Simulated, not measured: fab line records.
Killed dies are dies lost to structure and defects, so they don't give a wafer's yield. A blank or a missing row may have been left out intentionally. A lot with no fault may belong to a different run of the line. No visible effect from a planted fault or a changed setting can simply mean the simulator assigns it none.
Matching of chambers	flow sky130	SKY_LI_CONTACT_ETCH_14 on rie diel-03 has 4 sister chambers
The step etches BARC in N2/H2, stops on SiO2, time 45.9 s, target depth 60 nm. 18 wafers are shown with their chamber, then 9 later ones without.

## WAFERS, EACH WITH ITS CHAMBER
wafer	chamber	throttle valve pct (%)	oes product au (a.u.)	n2 flow sccm (sccm)
L074.1	3	13.229	0.854	100.07
L074.2	1	13.214	0.855	100.33
L074.6	2	13.228	0.842	99.83
L076.1	1	13.232	0.855	100.25
L076.3	3	13.231	0.852	99.65
L076.5	0	13.225	0.850	99.90
L078.1	0	13.222	0.852	100.19
L078.3	3	13.227	0.857	99.91
L078.5	1	13.228	0.850	100.14
L079.1	1	13.233	0.858	99.19
L079.2	2	13.213	0.855	99.64
L079.3	0	13.235	0.853	100.06
L081.2	0	13.231	0.861	99.97
L081.4	3	13.232	0.858	100.14
L081.5	1	13.222	0.850	100.03
L085.1	3	13.218	0.853	100.15
L085.3	2	13.210	0.846	99.59
L085.6	3	13.224	0.846	99.58

SIGNATURES (averages over the wafers above)
reading	chamber 0	chamber 1	chamber 2	chamber 3	scatter within a chamber
throttle valve pct	13.22825	13.22580	13.21700	13.22683	0.00693
oes product au	0.85400	0.85360	0.84767	0.85333	0.00462
n2 flow sccm	100.0300	99.9880	99.6867	99.9167	0.297
Rule: for each reading, subtract the chamber's mean from the wafer's reading, divide by that reading's scatter and square the result; add these up over the readings and take the root, which gives the wafer's distance from the chamber. If the next closest chamber is less than 2 further off than the closest, the wafer can't be placed; otherwise it belongs to the closest. How the scatter is found: for the shown wafers, subtract from each reading the mean of its chamber, square and add these, divide the total by (wafers less chambers), then take the root.

## WAFERS MISSING THEIR CHAMBER
wafer	throttle valve pct (%)	oes product au (a.u.)	n2 flow sccm (sccm)
L091.2	13.235	0.852	100.65
L091.3	13.238	0.849	100.10
L091.6	13.212	0.846	100.31
L095.1	13.205	0.855	100.25
L095.5	13.218	0.857	100.10
L095.6	13.236	0.857	100.30
L097.3	13.222	0.849	99.70
L097.4	13.229	0.850	99.60
L097.5	13.226	0.861	99.58

## THE CHAMBER EACH PASSED THROUGH
wafer	from the rows above	in truth
L091.2	can't be placed: 0 or 1 or 3 or 2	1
L091.3	can't be placed: 0 or 3 or 1 or 2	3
L091.6	can't be placed: 2 or 1 or 3 or 0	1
L095.1	can't be placed: 2 or 1 or 3 or 0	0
L095.5	can't be placed: 1 or 3 or 0 or 2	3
L095.6	can't be placed: 0 or 1 or 3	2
L097.3	can't be placed: 2 or 3 or 1 or 0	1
L097.4	can't be placed: 3 or 1 or 0 or 2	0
L097.5	can't be placed: 3 or 1 or 0 or 2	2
Placed correctly: 0 of 9. Not placeable from these rows: 9 (in 8, the candidates include the true chamber). Number placed wrongly: 0.
